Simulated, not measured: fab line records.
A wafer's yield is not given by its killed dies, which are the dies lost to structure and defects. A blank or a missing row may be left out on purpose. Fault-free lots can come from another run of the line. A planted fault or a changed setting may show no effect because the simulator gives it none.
The tool behind it: which one? -- flow sky130 -- 24 lots with 72 wafers sampled at 5 steps, on a route of 708 steps

WHAT THE GAUGES READ, wafer by wafer
SKY_METAL1_RS_MEAS_05: measurement is done with a four-point probe. Usual: METAL1_ALCU_RS typically reads 0.1267 ohm/sq, with standard deviation 0.0013.
lot,measured,on,METAL1_ALCU_RS (ohm/sq),flag
L074,day 31 14:40,film metro-01,0.1273 0.1279 0.1285,
L075,day 31 23:13,film metro-03,0.1274 0.1277 0.1271,
L076,day 33 07:02,film metro-04,0.1273 0.1270 0.1287,
L077,day 33 11:13,film metro-01,0.1272 0.1269 0.1278,
L079,day 33 11:53,film metro-01,0.1252 0.1246 0.1248,
L080,day 33 13:06,film metro-03,0.1277 0.1280 0.1290,
L078,day 33 13:54,film metro-04,0.1264 0.1263 0.1268,
L081,day 33 17:31,film metro-04,0.1249 0.1254 0.1261,
L082,day 34 05:04,film metro-04,0.1263 0.1266 0.1267,
L083,day 34 15:24,film metro-01,0.1268 0.1275 0.1265,
L085,day 35 03:20,film metro-01,0.1266 0.1254 0.1255,
L084,day 35 04:10,film metro-04,0.1262 0.1265 0.1258,
L086,day 35 15:56,film metro-04,0.1260 0.1242 0.1263,
L089,day 36 22:59,film metro-03,0.1273 0.1270 0.1270,
L087,day 36 23:53,film metro-01,0.1258 0.1255 0.1256,
L088,day 37 00:14,film metro-03,0.1264 0.1262 0.1261,
L090,day 37 03:02,film metro-04,0.1251 0.1256 0.1238,
L091,day 37 06:08,film metro-01,0.1285 0.1283 0.1286,
L092,day 37 09:57,film metro-04,0.1254 0.1241 0.1248,
L093,day 37 12:43,film metro-01,0.1273 0.1277 0.1274,
L094,day 37 22:49,film metro-04,0.1262 0.1258 0.1264,
L095,day 38 07:27,film metro-04,0.1290 0.1279 0.1294,
L096,day 38 11:08,film metro-04,0.1279 0.1263 0.1274,
L097,day 38 17:17,film metro-03,0.1263 0.1267 0.1256,

SKY_CAP2M_THK_MEAS_04: measures by xrf. Usual: CAP2M_TIN_THK typically reads 198.3 nm, with standard deviation 2.3.
lot,measured,on,CAP2M_TIN_THK (nm),flag
L074,day 39 15:43,film metro-04,198.1 197.6 199.5,
L075,day 40 01:49,film metro-03,197.0 196.5 196.6,
L076,day 41 05:08,film metro-02,195.5 195.4 195.6,
L077,day 41 06:18,film metro-03,197.3 197.8 196.5,
L079,day 41 10:25,film metro-04,203.4 202.1 202.5,
L080,day 41 12:34,film metro-02,199.7 199.8 201.1,
L078,day 41 12:23,film metro-03,195.3 196.5 196.8,
L081,day 41 15:50,film metro-04,196.9 197.6 195.8,
L082,day 42 08:54,film metro-04,197.6 197.4 196.4,
L083,day 42 10:49,film metro-03,199.2 200.4 199.7,
L085,day 42 19:33,film metro-04,199.7 197.9 198.9,
L084,day 42 20:07,film metro-02,196.4 195.8 196.8,
L086,day 43 09:45,film metro-02,201.1 200.7 201.6,
L089,day 44 10:58,film metro-02,198.3 198.1 198.0,
L087,day 44 14:21,film metro-02,199.6 200.4 200.3,
L088,day 44 14:29,film metro-04,198.5 196.8 197.2,
L090,day 44 14:40,film metro-03,200.0 199.8 199.3,
L091,day 44 15:54,film metro-04,194.5 196.1 193.7,
L092,day 44 18:52,film metro-04,199.0 198.0 198.8,
L093,day 44 20:02,film metro-04,199.9 199.0 199.4,
L094,day 45 07:23,film metro-04,195.2 198.4 196.0,
L095,day 45 12:50,film metro-04,200.0 198.6 201.7,
L096,day 45 16:44,film metro-02,200.1 198.3 198.6,
L097,day 45 19:08,film metro-04,202.0 199.4 202.8,

WHAT TOOL EACH LOT RAN ON (gives the tool, then ch and the chambers of the sampled wafers, and finally the start)
lot,SKY_VIA1_ETCH_14,SKY_METAL3_METAL_ETCH_18,SKY_METAL4_SPUTTER_03
L074,"rie diel-01 ch 1,2,3, day 33 22:19","rie metal-01 ch 0,1, day 38 13:19","pvd sputter-03, day 39 15:19"
L075,"rie diel-04 ch 0,1,2, day 34 06:03","rie metal-03 ch 1, day 38 21:55","pvd sputter-04, day 40 01:25"
L076,"rie diel-02 ch 0,2,3, day 35 14:40","rie metal-01 ch 1, day 40 01:52","pvd sputter-02, day 41 04:46"
L077,"rie diel-01 ch 0,2, day 35 17:28","rie metal-03 ch 0,1, day 40 02:42","pvd sputter-03, day 41 05:55"
L079,"rie diel-04 ch 1,3, day 35 19:38","rie metal-01 ch 0,1, day 40 06:25","pvd sputter-04, day 41 10:02"
L080,"rie diel-01 ch 0,1,2, day 35 21:15","rie metal-04 ch 0,1, day 40 07:50","pvd sputter-03, day 41 12:12"
L078,"rie diel-02 ch 0,1,2, day 35 19:59","rie metal-01 ch 0,1, day 40 07:33","pvd sputter-02, day 41 12:00"
L081,"rie diel-02 ch 0,1,2, day 36 01:36","rie metal-01 ch 0,1, day 40 11:49","pvd sputter-04, day 41 15:27"
L082,"rie diel-04 ch 0,1,3, day 36 12:58","rie metal-01 ch 0,1, day 41 06:43","pvd sputter-03, day 42 08:31"
L083,"rie diel-02 ch 0,1,3, day 36 21:13","rie metal-01 ch 0,1, day 41 07:55","pvd sputter-02, day 42 10:25"
L085,"rie diel-01 ch 0,1,3, day 37 08:42","rie metal-04 ch 0,1, day 41 16:53","pvd sputter-03, day 42 19:06"
L084,"rie diel-04 ch 1,2, day 37 09:58","rie metal-04 ch 0,1, day 41 17:25","pvd sputter-03, day 42 19:43"
L086,"rie diel-02 ch 1,2,3, day 37 22:31","rie metal-04 ch 0,1, day 42 07:49","pvd sputter-04, day 43 09:22"
L089,"rie diel-02 ch 0,1,3, day 39 03:52","rie metal-01 ch 0,1, day 43 10:11","pvd sputter-03, day 44 10:35"
L087,"rie diel-01 ch 1,2,3, day 39 04:49","rie metal-04 ch 0,1, day 43 11:39","pvd sputter-02, day 44 13:58"
L088,"rie diel-02 ch 2,3, day 39 05:15","rie metal-03 ch 1, day 43 11:59","pvd sputter-03, day 44 14:05"
L090,"rie diel-01 ch 0,2,3, day 39 07:52","rie metal-01 ch 0,1, day 43 12:13","pvd sputter-02, day 44 14:16"
L091,"rie diel-04 ch 0,2,3, day 39 09:55","rie metal-04 ch 0,1, day 43 13:37","pvd sputter-03, day 44 15:29"
L092,"rie diel-01 ch 1,2,3, day 39 12:55","rie metal-03 ch 1, day 43 16:35","pvd sputter-03, day 44 18:28"
L093,"rie diel-01 ch 0,1, day 39 14:27","rie metal-03 ch 1, day 43 17:34","pvd sputter-03, day 44 19:38"
L094,"rie diel-04 ch 1,2, day 40 05:45","rie metal-03 ch 0,1, day 44 06:51","pvd sputter-02, day 45 06:59"
L095,"rie diel-04 ch 0,1,2, day 40 10:36","rie metal-03 ch 0,1, day 44 12:21","pvd sputter-04, day 45 12:27"
L096,"rie diel-04 ch 2,3, day 40 13:46","rie metal-04 ch 0,1, day 44 16:43","pvd sputter-02, day 45 16:19"
L097,"rie diel-04 ch 1,2,3, day 40 17:33","rie metal-03 ch 0,1, day 44 18:40","pvd sputter-02, day 45 18:46"
- SKY_VIA1_ETCH_14: etches BARC in N2/H2, stops on SiO2, time 45.9 s, target depth 60 nm.
- SKY_METAL3_METAL_ETCH_18: etches the open film in Cl2/BCl3, stops on SiO2, target depth 845 nm, time 183.1 s.
- SKY_METAL4_SPUTTER_03: material Ti, target thk 5 nm, time 3.3 s.

AS READ BY THE TOOLS THEMSELVES (means over the sampled wafers that have a number; for cases with no such wafer, the mark the record gives instead)
SKY_VIA1_ETCH_14. Usual: drypump motor current A 5.8 A, standard deviation 0.37; oes product au 0.854 a.u., standard deviation 0.0047; throttle valve pct 13.224 %, standard deviation 0.009.
lot,tool,drypump motor current A (A),oes product au (a.u.),throttle valve pct (%),flag
L074,rie diel-01,5.8,0.860,13.219,
L075,rie diel-04,5.6,0.857,13.221,
L076,rie diel-02,5.7,0.851,13.228,
L077,rie diel-01,5.8,0.855,13.221,
L079,rie diel-04,6.3,0.858,13.230,
L080,rie diel-01,5.7,0.858,13.216,
L078,rie diel-02,5.8,0.854,13.225,
L081,rie diel-02,5.8,0.851,13.229,
L082,rie diel-04,5.8,0.857,13.218,
L083,rie diel-02,5.9,0.856,13.226,
L085,rie diel-01,5.7,0.856,13.232,
L084,rie diel-04,5.8,0.853,13.216,
L086,rie diel-02,5.8,0.856,13.228,
L089,rie diel-02,5.9,0.856,13.229,
L087,rie diel-01,5.9,0.849,13.224,
L088,rie diel-02,5.7,0.853,13.223,
L090,rie diel-01,5.9,0.851,13.227,
L091,rie diel-04,5.8,0.857,13.232,
L092,rie diel-01,5.8,0.859,13.221,
L093,rie diel-01,5.5,0.855,13.225,
L094,rie diel-04,5.8,0.857,13.229,
L095,rie diel-04,5.6,0.857,13.226,
L096,rie diel-04,6.0,0.853,13.226,
L097,rie diel-04,6.0,0.855,13.223,

SKY_METAL3_METAL_ETCH_18. Usual: drypump motor current A 5.5 A, standard deviation 0.49; oes product au 0.865 a.u., standard deviation 0.006; throttle valve pct 22.264 %, standard deviation 0.0086.
lot,tool,drypump motor current A (A),oes product au (a.u.),throttle valve pct (%),flag
L074,rie metal-01,5.5,0.870,22.267,
L075,rie metal-03,5.5,0.867,22.262,
L076,rie metal-01,6.2,0.865,22.266,
L077,rie metal-03,5.7,0.862,22.263,
L079,rie metal-01,5.5,0.862,22.256,
L080,rie metal-04,5.0,0.856,22.268,
L078,rie metal-01,5.5,0.868,22.272,
L081,rie metal-01,5.5,0.867,22.265,
L082,rie metal-01,5.8,0.871,22.263,
L083,rie metal-01,5.4,0.863,22.269,
L085,rie metal-04,5.0,0.863,22.269,
L084,rie metal-04,5.1,0.863,22.271,
L086,rie metal-04,5.0,0.863,22.272,
L089,rie metal-01,5.5,0.870,22.268,
L087,rie metal-04,5.0,0.858,22.265,
L088,rie metal-03,5.5,0.864,22.267,
L090,rie metal-01,5.5,0.855,22.271,
L091,rie metal-04,5.0,0.865,22.255,
L092,rie metal-03,5.5,0.857,22.271,
L093,rie metal-03,5.5,0.867,22.257,
L094,rie metal-03,5.7,0.862,22.270,
L095,rie metal-03,5.7,0.868,22.261,
L096,rie metal-04,5.0,0.867,22.268,
L097,rie metal-03,5.9,0.869,22.256,

SKY_METAL4_SPUTTER_03. Usual: chamber pressure pa 0.4001 Pa, standard deviation 0.0008; throttle valve pct 30.4 %, standard deviation 0.9.
lot,tool,chamber pressure pa (Pa),throttle valve pct (%),flag
L074,pvd sputter-03,0.3994,30.5,
L075,pvd sputter-04,0.3990,29.5,
L076,pvd sputter-02,0.4001,30.7,
L077,pvd sputter-03,0.4003,31.1,
L079,pvd sputter-04,0.4002,29.5,
L080,pvd sputter-03,0.3994,30.8,
L078,pvd sputter-02,0.4006,31.2,
L081,pvd sputter-04,0.4003,29.4,
L082,pvd sputter-03,0.4002,30.9,
L083,pvd sputter-02,0.4001,31.0,
L085,pvd sputter-03,0.3996,30.3,
L084,pvd sputter-03,0.3999,30.7,
L086,pvd sputter-04,0.4002,29.7,
L089,pvd sputter-03,0.3996,30.9,
L087,pvd sputter-02,0.3998,30.5,
L088,pvd sputter-03,0.4002,30.0,
L090,pvd sputter-02,0.4007,30.5,
L091,pvd sputter-03,0.4007,30.9,
L092,pvd sputter-03,0.3996,30.7,
L093,pvd sputter-03,0.3994,30.9,
L094,pvd sputter-02,0.3997,31.3,
L095,pvd sputter-04,0.4003,29.5,
L096,pvd sputter-02,0.4002,30.8,
L097,pvd sputter-02,0.4008,30.7,

THE ANSWER, worked out from the rows above alone
Rule: a lot is off if the mean of its wafers that have a number lies more than 3 standard deviations from the usual mean. A lot without any number at a reading at which 4 lots or more have one is off too. The other lots that the step has rows for count as sound. The gauges are gone through in route order, then the tools' own readings, and for those a lot's mean is taken as printed above. The first step at which some lot is off is used, and at that step the reading that is off furthest; a lot without a number counts as furthest.
No lot is off at any reading shown: from this, nothing can be told.

WHAT HAD BEEN PUT IN BY THE SIMULATOR
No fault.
